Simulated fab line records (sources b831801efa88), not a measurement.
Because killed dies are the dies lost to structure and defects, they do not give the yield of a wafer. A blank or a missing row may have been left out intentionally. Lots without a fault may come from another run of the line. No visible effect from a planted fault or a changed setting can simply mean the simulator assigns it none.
fab line records -- flow sky130
record lots=7, wafers=21, last-day=50
route steps=708 shown POLY_GATE@218 PAD_OPEN@708
lots that met no fault: from a run of the same line without faults
start-h: hours from the record's opening day to when the first of the lot's shown wafers began -- wait-h: hours elapsed since this lot's preceding step -- " unchanged from the row above -- L1.1+2: several wafers, shown together as one row -- - no value, or no start given -- * or withheld: withheld -- < > ~ a bound
route shown NAME@n: names a module that has steps shown in the file, with the first one's number in the route -- usual: mean/standard deviation taken from wafers without a fault -- same: alike in all rows -- chamber/n: place in a boat -- sites: readings site by site -- _std_site: the standard deviation of these -- _edge_site: the outer-site mean with the inner-site mean subtracted -- radius-mm: how far each site lies from the wafer's centre -- mask NAME#n: copy n -- behind: the last tool/chamber to shape the wafer -- hold: what put the lot on hold/how long, in hours/how the hold closed -- device: whichever transistor did not switch (one of n, p or np) -- end of line: the same wafers' tests at the end of the route -- step lacking rows: just its recipe -- killed: at the first sort, the dies lost to defects and structure; wafer yield is something else -- map: the dies of a wafer, with x for killed, . for not killed, _ for no die there
set.NAME: the setting that was run; set.NAME@STEP: the one run at that earlier step -- model.NAME: the simulator's own value behind a step, which no gauge read
lots at selected steps of the route; one table per step, one row per wafer
services: when a tool's chamber went out of use (start-h, in hours from the record's first day, below 0 if earlier), for how many hours, and the reason
## steps
# step SKY_POLY_GATE_THK_MEAS_04
# recipe reads=Si3N4_of_POLY_GATE_CVD_03
# usual POLY_GATE_CVD_03_THK=75.3/0.62
lot.wafer,tool,chamber,start-h,wait-h,POLY_GATE_CVD_03_THK[nm]
L403.1,film-metro-02,-,353.18,0.0,74.0
L403.5,film-metro-02,-,353.18,0.0,74.0
L403.6,film-metro-02,-,353.18,0.0,74.1
L413.2,film-metro-03,-,448.07,0.0,75.7
L413.5,film-metro-03,-,448.07,0.0,75.6
L413.6,film-metro-03,-,448.07,0.0,76.4
L414.2,film-metro-01,-,451.34,0.0,75.6
L414.4,film-metro-01,-,451.34,0.0,75.1
L414.5,film-metro-01,-,451.34,0.0,76.1
L415.2,film-metro-03,-,465.43,0.0,76.0
L415.5,film-metro-03,-,465.43,0.0,75.9
L415.6,film-metro-03,-,465.43,0.0,75.9
L419.2,film-metro-01,-,505.37,0.0,76.0
L419.4,film-metro-01,-,505.37,0.0,75.6
L419.6,film-metro-01,-,505.37,0.0,75.6
L422.1,film-metro-02,-,532.97,0.0,75.9
L422.3,film-metro-02,-,532.97,0.0,75.6
L422.5,film-metro-02,-,532.97,0.0,75.8
L424.2,film-metro-02,-,538.70,0.0,75.8
L424.3,film-metro-02,-,538.70,0.0,75.5
L424.6,film-metro-02,-,538.70,0.0,75.3
# step SKY_POLY_GATE_DEHYDRATE_05
# recipe temp-c=200, time-s=60
# step SKY_POLY_GATE_HMDS_06
# recipe prime-time-s=60, prime-temp-c=120
# step SKY_POLY_GATE_COAT_07
# recipe resist=BARC, temp-c=withheld, time-s=withheld, spin-rpm=3000, resist-thk-nm=110
# step SKY_POLY_GATE_COAT_08
# recipe resist=KrF-thick, spin-rpm=3000, resist-thk-nm=450
# step SKY_POLY_GATE_SOFTBAKE_09
# recipe temp-c=100, time-s=90, resist=KrF-thick
# step SKY_POLY_GATE_EXPOSE_10
# recipe mask-id=P1M, na=0.68, source-shape=conventional, sigma-outer=0.6, target-cd-nm=150, dose-mj=28
# step SKY_POLY_GATE_PEB_11
# recipe peb-temp-c=withheld, peb-time-s=withheld, resist=KrF-thick
# step SKY_POLY_GATE_DEVELOP_12
# recipe develop-time-s=60, resist=KrF-thick, dev-temp-c=21
# step SKY_POLY_GATE_CD_MEAS_13
# recipe target-cd-nm=150
# usual cd-nm=150.1/1.3
lot.wafer,tool,chamber,start-h,wait-h,cd-nm
L403.1,cd-sem-02,-,381.17,-,151.3
L403.5,cd-sem-02,-,381.17,-,150.4
L403.6,cd-sem-02,-,381.17,-,150.7
L413.2,cd-sem-01,-,478.41,-,149.1
L413.5,cd-sem-01,-,478.41,-,149.2
L413.6,cd-sem-01,-,478.41,-,149.1
L414.2,cd-sem-02,-,482.26,-,149.6
L414.4,cd-sem-02,-,482.26,-,150.7
L414.5,cd-sem-02,-,482.26,-,151.0
L415.2,cd-sem-02,-,496.44,-,153.0
L415.5,cd-sem-02,-,496.44,-,151.3
L415.6,cd-sem-02,-,496.44,-,152.3
L419.2,cd-sem-02,-,536.21,-,150.4
L419.4,cd-sem-02,-,536.21,-,149.7
L419.6,cd-sem-02,-,536.21,-,150.6
L422.1,cd-sem-02,-,563.17,-,150.1
L422.3,cd-sem-02,-,563.17,-,151.2
L422.5,cd-sem-02,-,563.17,-,151.3
L424.2,cd-sem-02,-,568.59,-,150.1
L424.3,cd-sem-02,-,568.59,-,149.9
L424.6,cd-sem-02,-,568.59,-,149.6
# step SKY_POLY_GATE_OVL_MEAS_14
# usual POLY_GATE_OVL=0/5.2
lot.wafer,tool,chamber,start-h,wait-h,POLY_GATE_OVL[nm]
L403.1,overlay-02,-,381.29,0.1,3
L403.5,overlay-02,-,381.29,0.1,1
L403.6,overlay-02,-,381.29,0.1,-4
L413.2,overlay-02,-,478.52,0.1,-1
L413.5,overlay-02,-,478.52,0.1,2
L413.6,overlay-02,-,478.52,0.1,-1
L414.2,overlay-02,-,482.37,0.1,-7
L414.4,overlay-02,-,482.37,0.1,-2
L414.5,overlay-02,-,482.37,0.1,-4
L415.2,overlay-01,-,496.55,0.1,11
L415.5,overlay-01,-,496.55,0.1,2
L415.6,overlay-01,-,496.55,0.1,0
L419.2,overlay-01,-,536.31,0.1,0
L419.4,overlay-01,-,536.31,0.1,-7
L419.6,overlay-01,-,536.31,0.1,-7
L422.1,overlay-02,-,563.29,0.1,-1
L422.3,overlay-02,-,563.29,0.1,-3
L422.5,overlay-02,-,563.29,0.1,1
L424.2,overlay-01,-,568.70,0.1,2
L424.3,overlay-01,-,568.70,0.1,2
L424.6,overlay-01,-,568.70,0.1,3
# step SKY_POLY_GATE_ETCH_15
# recipe chemistry=N2/H2, target=BARC, ion-energy-ev=200, source-w=500, bias-w=100, pressure-mtorr=30, n2-flow-sccm=100, h2-flow-sccm=200, stop-on=SiO2, time-s=118.5, target-depth-a=1100
# usual drypump-motor-current-A=5.7/0.4, oes-product-au=0.717/0.0048, run-length-s=146.8/0.48, throttle-valve-pct=13.212/0.0092
lot.wafer,tool,chamber,start-h,wait-h,drypump-motor-current-A,oes-product-au,rf-hours-counter-h,run-length-s,throttle-valve-pct
L403.1,rie-diel-04,3,381.33,0.0,5.6,0.716,100,146.6,13.212
L403.5,rie-diel-04,3,381.33,0.0,5.6,0.711,-,146.0,13.208
L403.6,rie-diel-04,0,381.33,0.0,5.3,0.720,-,146.0,13.223
L413.2,rie-diel-02,0,478.55,0.0,5.8,0.712,97,147.8,13.207
L413.5,rie-diel-02,3,478.55,0.0,5.9,0.716,-,147.0,13.203
L413.6,rie-diel-02,2,478.55,0.0,5.9,0.711,-,147.4,13.224
L414.2,rie-diel-02,2,482.40,0.0,5.9,0.721,17,147.7,13.209
L414.4,rie-diel-02,3,482.40,0.0,5.9,0.710,-,147.0,13.208
L414.5,rie-diel-02,2,482.40,0.0,5.9,0.720,-,147.3,13.213
L415.2,rie-diel-02,3,496.58,0.0,5.9,0.712,37,146.6,13.208
L415.5,rie-diel-02,3,496.58,0.0,5.9,0.716,-,147.1,13.211
L415.6,rie-diel-02,1,496.58,0.0,6.1,0.706,-,146.3,13.220
L419.2,rie-diel-04,2,536.34,0.0,5.2,0.722,68,147.2,13.217
L419.4,rie-diel-04,3,536.34,0.0,5.5,0.725,1,146.0,13.210
L419.6,rie-diel-04,1,536.34,0.0,5.5,0.717,-,146.7,13.216
L422.1,rie-diel-03,0,563.33,0.0,6.5,0.707,18,146.8,13.212
L422.3,rie-diel-03,2,563.33,0.0,5.7,0.712,2,146.8,13.203
L422.5,rie-diel-03,1,563.33,0.0,4.9,0.719,-,146.9,13.205
L424.2,rie-diel-02,3,568.73,0.0,5.8,0.711,38,146.4,13.213
L424.3,rie-diel-02,0,568.73,0.0,5.8,0.719,1,147.3,13.205
L424.6,rie-diel-02,3,568.73,0.0,5.9,0.712,-,146.6,13.224
# step SKY_POLY_GATE_ETCH_16
# recipe stop-on=poly-Si, chemistry=CH3F/O2, target=Si3N4, source-w=400, bias-w=80, pressure-mtorr=25, ch3f-flow-sccm=40, O2_flow_sccm=30, time-s=147.5, target-depth-a=750
# usual drypump-motor-current-A=5.7/0.4, oes-product-au=0.641/0.0054, run-length-s=175.8/0.49, throttle-valve-pct=10.535/0.01
lot.wafer,tool,chamber,start-h,wait-h,drypump-motor-current-A,oes-product-au,rf-hours-counter-h,run-length-s,throttle-valve-pct,model.KrF-thick_of_POLY_GATE_COAT_08.thk-nm
L403.1,rie-diel-04,3,381.41,0.0,5.6,0.644,100,175.3,10.525,239.2
L403.5,rie-diel-04,3,381.41,0.0,5.5,0.635,-,175.6,10.539,239.7
L403.6,rie-diel-04,0,381.41,0.0,5.3,0.635,-,175.4,10.533,239
L413.2,rie-diel-02,0,478.63,0.0,5.8,0.645,97,177.0,10.542,233.4
L413.5,rie-diel-02,3,478.63,0.0,5.9,0.688,-,164.9,10.547,236.6
L413.6,rie-diel-02,2,478.63,0.0,5.9,0.641,-,176.5,10.518,226.7
L414.2,rie-diel-02,2,482.48,0.0,5.9,0.645,17,176.6,10.547,230.6
L414.4,rie-diel-02,3,482.48,0.0,5.9,0.679,-,164.4,10.537,240.2
L414.5,rie-diel-02,2,482.48,0.0,5.9,0.639,-,176.6,10.545,229.6
L415.2,rie-diel-02,3,496.66,0.0,5.9,0.691,37,164.5,10.551,241.4
L415.5,rie-diel-02,3,496.66,0.0,5.9,0.678,-,164.3,10.530,239.7
L415.6,rie-diel-02,1,496.66,0.0,6.1,0.645,-,175.5,10.524,230.8
L419.2,rie-diel-04,2,536.42,0.0,5.3,0.644,68,175.9,10.546,239.6
L419.4,rie-diel-04,3,536.42,0.0,5.5,0.638,1,175.4,10.546,237.6
L419.6,rie-diel-04,1,536.42,0.0,5.5,0.643,-,175.5,10.532,233.3
L422.1,rie-diel-03,0,563.41,0.0,6.5,0.643,18,175.8,10.519,233.2
L422.3,rie-diel-03,2,563.41,0.0,5.7,0.642,2,176.1,10.541,237.9
L422.5,rie-diel-03,1,563.41,0.0,4.9,0.644,-,175.5,10.556,235.5
L424.2,rie-diel-02,3,568.81,0.0,5.9,0.650,38,175.8,10.538,237.7
L424.3,rie-diel-02,0,568.81,0.0,5.7,0.634,1,176.5,10.547,236.9
L424.6,rie-diel-02,3,568.81,0.0,5.9,0.645,-,175.5,10.539,237.6
# step SKY_POLY_GATE_ETCH_17
# recipe target-depth-nm=180, stop-on=SiO2, over-etch-frac=0.56667, chemistry=HBr/Cl2, target=poly-Si, icp-w=400, bias-w=100, pressure-mtorr=10, HBr_flow_sccm=150, Cl2_flow_sccm=50, time-s=70.5
# usual drypump-motor-current-A=5.8/0.4, oes-product-au=0.987/0.0067, run-length-s=98.8/0.35, throttle-valve-pct=33.684/0.0085
lot.wafer,tool,chamber,start-h,wait-h,drypump-motor-current-A,oes-product-au,rf-hours-counter-h,run-length-s,throttle-valve-pct,model.KrF-thick_of_POLY_GATE_COAT_08.thk-nm
L403.1,rie-si-02,2,381.51,0.0,5.8,0.992,55,98.8,33.689,144.8
L403.5,rie-si-02,2,381.51,0.0,5.8,0.994,-,99.2,33.675,144.7
L403.6,rie-si-02,1,381.51,0.0,5.9,0.995,-,99.7,33.686,143.2
L413.2,rie-si-02,3,478.73,0.0,5.8,0.991,3,99.2,33.681,137.5
L413.5,rie-si-02,3,478.73,0.0,5.8,1.005,-,98.8,33.692,140.4
L413.6,rie-si-02,2,478.73,0.0,5.7,1.000,-,98.9,33.693,132.6
L414.2,rie-si-01,3,482.58,0.0,6.5,1.000,10,98.5,33.679,135.4
L414.4,rie-si-01,1,482.58,0.0,6.0,0.994,1,98.0,33.676,147.2
L414.5,rie-si-01,2,482.58,0.0,5.8,0.994,-,99.4,33.695,134.5
L415.2,rie-si-02,1,496.76,0.0,5.9,0.985,5,99.0,33.690,145.7
L415.5,rie-si-02,3,496.76,0.0,5.8,0.988,-,98.9,33.691,142.6
L415.6,rie-si-02,1,496.76,0.0,5.9,0.979,-,99.3,33.678,135.8
L419.2,rie-si-01,0,536.52,0.0,5.9,0.987,2,98.5,33.662,146.7
L419.4,rie-si-01,0,536.52,0.0,5.9,0.991,-,98.9,33.676,144.7
L419.6,rie-si-01,1,536.52,0.0,6.0,0.990,-,98.0,33.685,140.3
L422.1,rie-si-02,3,563.51,0.0,5.8,0.993,3,99.4,33.676,136.9
L422.3,rie-si-02,1,563.51,0.0,5.9,0.983,5,98.9,33.675,143.8
L422.5,rie-si-02,0,563.51,0.0,4.9,0.981,-,98.6,33.678,140.7
L424.2,rie-si-01,0,568.91,0.0,5.9,0.975,2,98.5,33.696,143.8
L424.3,rie-si-01,2,568.91,0.0,5.8,0.976,1,99.1,33.680,142
L424.6,rie-si-01,3,568.91,0.0,6.4,0.973,-,98.5,33.684,141.7
# step SKY_POLY_GATE_STRIP_18
# recipe chemistry=O2/N2, power-w=1400, pressure-mtorr=1500, platen-temp-c=withheld, o2-flow-sccm=3000, n2-flow-sccm=300, overash-fraction=0.5
# usual drypump-motor-current-A=5.7/0.52, oes-product-au=0.360/0.0051, strip-time-to-endpoint-s=3.17/0.042
lot.wafer,tool,chamber,start-h,wait-h,drypump-motor-current-A,oes-product-au,rf-hours-counter-h,strip-time-to-endpoint-s
L403.1,plasma-asher-01,1,381.56,0.0,4.8,0.363,69,3.22
L403.5,plasma-asher-01,0,381.56,0.0,6.3,0.353,-,3.23
L403.6,plasma-asher-01,1,381.56,0.0,4.8,0.361,-,3.19
L413.2,plasma-asher-02,0,478.78,0.0,6.3,0.360,67,3.14
L413.5,plasma-asher-02,1,478.78,0.0,5.6,0.356,-,3.18
L413.6,plasma-asher-02,0,478.78,0.0,6.2,0.356,-,3.08
L414.2,plasma-asher-01,1,482.63,0.0,4.8,0.359,80,3.10
L414.4,plasma-asher-01,1,482.63,0.0,4.8,0.366,-,3.25
L414.5,plasma-asher-01,0,482.63,0.0,6.3,0.359,-,3.10
L415.2,plasma-asher-01,0,496.81,0.0,6.3,0.371,81,3.24
L415.5,plasma-asher-01,1,496.81,0.0,4.8,0.360,-,3.20
L415.6,plasma-asher-01,0,496.81,0.0,6.3,0.357,-,3.11
L419.2,plasma-asher-02,1,536.58,0.0,5.6,0.365,73,3.25
L419.4,plasma-asher-02,1,536.58,0.0,5.6,0.362,-,3.22
L419.6,plasma-asher-02,0,536.58,0.0,6.2,0.356,-,3.18
L422.1,plasma-asher-04,0,563.56,0.0,6.0,0.363,15,3.13
L422.3,plasma-asher-04,0,563.56,0.0,6.0,0.362,-,3.23
L422.5,plasma-asher-04,0,563.56,0.0,6.0,0.359,-,3.16
L424.2,plasma-asher-02,0,568.96,0.0,6.2,0.361,76,3.20
L424.3,plasma-asher-02,1,568.96,0.0,5.6,0.354,-,3.19
L424.6,plasma-asher-02,1,568.96,0.0,5.6,0.361,-,3.19
# step SKY_PAD_OPEN_PROBE_99
# usual killed_at_M0_to_M3=44/6.3, killed_at_M4_up=2.8/1.7, killed-at-contacts=25/5.8, killed-at-front-end=14/4.4, killed-at-other=0.3/0.49, killed-dies=86/8.7, killed-open=48/5.8, killed-short=38/6
# same gross-dies=492, killed-at-back-side=0
lot.wafer,tool,chamber,start-h,wait-h,killed_at_M0_to_M3,killed_at_M4_up,killed-at-contacts,killed-at-front-end,killed-at-other,killed-dies,killed-open,killed-short
L403.1,prober-01,-,1084.84,0.1,44,3,20,10,1,78,43,35
L403.5,prober-01,-,1085.04,0.2,47,2,20,11,0,80,53,27
L403.6,prober-01,-,1085.09,0.2,38,1,30,16,0,85,42,43
L413.2,prober-02,-,1146.81,0.1,40,0,27,6,0,73,39,34
L413.5,prober-02,-,1146.96,0.2,28,5,24,10,1,68,32,36
L413.6,prober-02,-,1147.01,0.2,42,4,24,14,1,85,50,35
L414.2,prober-01,-,1147.96,0.1,56,3,23,13,0,95,57,38
L414.4,prober-01,-,1148.06,0.2,49,1,28,10,0,88,52,36
L414.5,prober-01,-,1148.11,0.2,52,8,20,20,1,101,57,44
L415.2,prober-02,-,1159.08,0.1,31,4,30,13,1,79,45,34
L415.5,prober-02,-,1159.23,0.2,52,0,18,19,1,90,47,43
L415.6,prober-02,-,1159.28,0.2,52,5,23,17,0,97,49,48
L419.2,prober-01,-,1181.43,0.1,55,3,32,20,0,110,65,45
L419.4,prober-01,-,1181.53,0.2,47,3,27,13,0,90,54,36
L419.6,prober-01,-,1181.63,0.2,54,4,27,10,0,95,58,37
L422.1,prober-02,-,1195.46,0.1,48,2,25,10,0,85,43,42
L422.3,prober-02,-,1195.56,0.2,41,3,19,13,1,77,44,33
L422.5,prober-02,-,1195.66,0.2,45,4,27,12,0,88,47,41
L424.2,prober-01,-,1196.70,0.1,55,6,16,10,0,87,50,37
L424.3,prober-01,-,1196.75,0.2,46,2,19,6,0,73,39,34
L424.6,prober-01,-,1196.90,0.2,44,3,17,15,1,80,43,37
# killed by level:class
L403.1 VIA1:geometric-particle:open=9 CONTACT:geometric-particle:open=8 VIA2:geometric-particle:open=7 VIA3:geometric-particle:open=6 VIA2:geometric-particle:short=6 CONTACT:geometric-particle:short=5 VIA1:geometric-particle:short=5 FIELD_ISO:geometric-particle:open=4
L403.5 VIA1:geometric-particle:open=13 VIA2:geometric-particle:open=11 LI_CONTACT:geometric-particle:open=9 CONTACT:geometric-particle:open=5 METAL2:geometric-particle:short=5 VIA3:geometric-particle:open=5 POLY_CUT:geometric-particle:open=3 LOCAL_INTERCONNECT:geometric-particle:short=3
L403.6 CONTACT:geometric-particle:open=10 VIA1:geometric-particle:open=9 LOCAL_INTERCONNECT:geometric-particle:short=6 METAL1:geometric-particle:short=6 LI_CONTACT:geometric-particle:short=5 VIA2:geometric-particle:open=5 METAL3:geometric-particle:short=5 FIELD_ISO:geometric-particle:open=4
L413.2 VIA1:geometric-particle:open=8 LI_CONTACT:geometric-particle:open=7 CONTACT:geometric-particle:short=7 CONTACT:geometric-particle:open=6 VIA3:geometric-particle:open=6 VIA2:geometric-particle:open=5 METAL1:geometric-particle:short=5 LI_CONTACT:geometric-particle:short=4
L413.5 VIA1:geometric-particle:open=8 CONTACT:geometric-particle:short=7 CONTACT:geometric-particle:open=7 LI_CONTACT:geometric-particle:open=6 VIA1:geometric-particle:short=4 METAL4:geometric-particle:short=4 FIELD_ISO:geometric-particle:short=3 METAL2:geometric-particle:short=3
L413.6 VIA1:geometric-particle:open=16 VIA3:geometric-particle:open=7 LI_CONTACT:geometric-particle:open=6 LOCAL_INTERCONNECT:geometric-particle:short=6 VIA2:geometric-particle:open=6 CONTACT:geometric-particle:open=5 FIELD_ISO:geometric-particle:open=4 METAL4:geometric-particle:short=4
L414.2 VIA1:geometric-particle:open=15 VIA3:geometric-particle:open=11 CONTACT:geometric-particle:open=9 LI_CONTACT:geometric-particle:open=7 VIA1:geometric-particle:short=7 VIA2:geometric-particle:open=6 METAL2:geometric-particle:short=5 METAL1:geometric-particle:short=4
L414.4 VIA1:geometric-particle:open=17 CONTACT:geometric-particle:open=13 VIA3:geometric-particle:open=7 LOCAL_INTERCONNECT:geometric-particle:short=6 METAL2:geometric-particle:short=6 CONTACT:geometric-particle:short=5 VIA1:geometric-particle:short=4 VIA2:geometric-particle:open=4
L414.5 VIA1:geometric-particle:open=17 VIA3:geometric-particle:open=11 POLY_GATE:geometric-particle:short=8 LOCAL_INTERCONNECT:geometric-particle:short=7 VIA3:geometric-particle:short=6 CONTACT:geometric-particle:open=5 FIELD_ISO:geometric-particle:short=4 VIA2:geometric-particle:open=4
L415.2 LI_CONTACT:geometric-particle:open=10 CONTACT:geometric-particle:open=8 VIA2:geometric-particle:open=6 LOCAL_INTERCONNECT:geometric-particle:short=5 VIA1:geometric-particle:open=5 FIELD_ISO:geometric-particle:open=4 METAL4:geometric-particle:short=4 POLY_GATE:geometric-particle:open=4
L415.5 VIA2:geometric-particle:open=11 METAL1:geometric-particle:short=9 VIA1:geometric-particle:open=9 METAL2:geometric-particle:short=8 FIELD_ISO:geometric-particle:short=7 LI_CONTACT:geometric-particle:open=7 CONTACT:geometric-particle:open=7 POLY_GATE:geometric-particle:short=4
L415.6 VIA3:geometric-particle:open=11 CONTACT:geometric-particle:open=8 VIA1:geometric-particle:open=8 CONTACT:geometric-particle:short=7 METAL1:geometric-particle:short=7 VIA1:geometric-particle:short=7 POLY_GATE:geometric-particle:open=6 VIA2:geometric-particle:open=5
L419.2 VIA1:geometric-particle:open=13 CONTACT:geometric-particle:open=10 VIA2:geometric-particle:open=10 METAL2:geometric-particle:short=9 FIELD_ISO:geometric-particle:open=8 LI_CONTACT:geometric-particle:open=8 CONTACT:geometric-particle:short=7 METAL1:geometric-particle:short=6
L419.4 CONTACT:geometric-particle:open=11 VIA2:geometric-particle:open=9 VIA3:geometric-particle:open=8 VIA1:geometric-particle:open=8 VIA3:geometric-particle:short=8 METAL2:geometric-particle:short=7 LI_CONTACT:geometric-particle:open=6 POLY_GATE:geometric-particle:open=5
L419.6 VIA2:geometric-particle:open=12 VIA1:geometric-particle:open=10 VIA3:geometric-particle:open=10 LI_CONTACT:geometric-particle:open=8 CONTACT:geometric-particle:open=7 METAL3:geometric-particle:short=6 CONTACT:geometric-particle:short=6 LOCAL_INTERCONNECT:geometric-particle:short=5
L422.1 VIA1:geometric-particle:open=13 CONTACT:geometric-particle:open=9 LOCAL_INTERCONNECT:geometric-particle:short=6 CONTACT:geometric-particle:short=6 METAL2:geometric-particle:short=6 VIA2:geometric-particle:open=5 METAL3:geometric-particle:short=5 LI_CONTACT:geometric-particle:open=4
L422.3 VIA3:geometric-particle:open=9 VIA1:geometric-particle:open=8 VIA2:geometric-particle:open=7 CONTACT:geometric-particle:open=6 LI_CONTACT:geometric-particle:open=5 VIA1:geometric-particle:short=5 POLY_GATE:geometric-particle:short=4 CONTACT:geometric-particle:short=4
L422.5 CONTACT:geometric-particle:open=13 VIA1:geometric-particle:open=9 VIA3:geometric-particle:open=9 CONTACT:geometric-particle:short=7 METAL1:geometric-particle:short=5 VIA1:geometric-particle:short=5 VIA3:geometric-particle:short=5 FIELD_ISO:geometric-particle:short=4
L424.2 VIA1:geometric-particle:open=20 VIA2:geometric-particle:open=8 VIA1:geometric-particle:short=7 METAL2:geometric-particle:short=6 POLY_GATE:geometric-particle:short=5 CONTACT:geometric-particle:open=5 VIA3:geometric-particle:open=5 LI_CONTACT:geometric-particle:open=4
L424.3 METAL1:geometric-particle:short=11 VIA1:geometric-particle:open=10 CONTACT:geometric-particle:open=7 VIA3:geometric-particle:open=6 VIA2:geometric-particle:open=6 LOCAL_INTERCONNECT:geometric-particle:short=5 CONTACT:geometric-particle:short=3 VIA1:geometric-particle:short=3
L424.6 VIA1:geometric-particle:open=12 CONTACT:geometric-particle:open=8 VIA1:geometric-particle:short=7 METAL2:geometric-particle:short=6 POLY_GATE:geometric-particle:short=5 POLY_GATE:geometric-particle:open=5 VIA2:geometric-particle:open=5 VIA3:geometric-particle:open=4
## services
tool,chamber,start-h,hours,kind
rie-diel-03,-,366.50,1.4,repair
rie-si-01,2,372.93,3.9,repair
rie-diel-04,-,385.31,2.8,pm
rie-diel-02,2,386.86,21.4,repair
rie-diel-02,3,401.52,16.0,repair
plasma-asher-04,-,421.25,9.0,pm
rie-si-02,1,421.94,5.7,repair
rie-diel-02,-,426.89,0.3,repair
plasma-asher-02,-,432.04,2.8,pm
rie-diel-04,3,439.85,2.9,repair
rie-diel-04,-,441.40,14.6,pm
rie-diel-03,3,441.89,2.9,repair
rie-diel-03,3,450.17,8.9,repair
rie-diel-02,2,461.35,10.1,repair
rie-diel-02,1,469.76,5.8,repair
rie-diel-02,0,482.33,-,clean
rie-diel-02,0,482.33,20.7,scheduled-down
rie-diel-03,-,496.46,8.1,repair
rie-diel-03,1,502.67,22.7,repair
rie-si-01,3,524.59,17.3,repair
rie-diel-03,0,531.46,2.4,repair
rie-diel-02,-,539.40,0.3,repair
rie-diel-02,-,553.82,0.2,repair
rie-diel-02,3,562.96,1.9,repair
## key
first-sign step=SKY_POLY_GATE_ETCH_16, reading=run-length-s, direction=down, sigmas=23, usual=*, struck=*
effect step=SKY_POLY_GATE_ETCH_16, reading=oes-product-au, direction=up, sigmas=8, usual=0.641, struck=0.684
model-effect step=SKY_POLY_GATE_ETCH_16, value=KrF-thick_of_POLY_GATE_COAT_08.thk-nm, without=231.1, struck=239.5
model-effect step=SKY_POLY_GATE_ETCH_17, value=KrF-thick_of_POLY_GATE_COAT_08.thk-nm, without=135.6, struck=144
met-at SKY_POLY_GATE_ETCH_16
struck-wafers L413.5,L414.4,L415.2,L415.5
tester-left-out L413,L414,L415
fault kind=process-parameter-drift, tool=rie-diel-02, chamber=3, onset-h=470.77, steps=SKY_POLY_GATE_ETCH_16, channel=time-s, offset=*, shape=step, end-h=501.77, acts-in=*, stated=*
# tester-left-out: of these lots the tester's yield and bins aren't shown, on N5 and GAA mostly nor the transistor test; their killed dies are dies lost to structure and defects alone, not to doping, threshold or leakage, so they don't give the yield
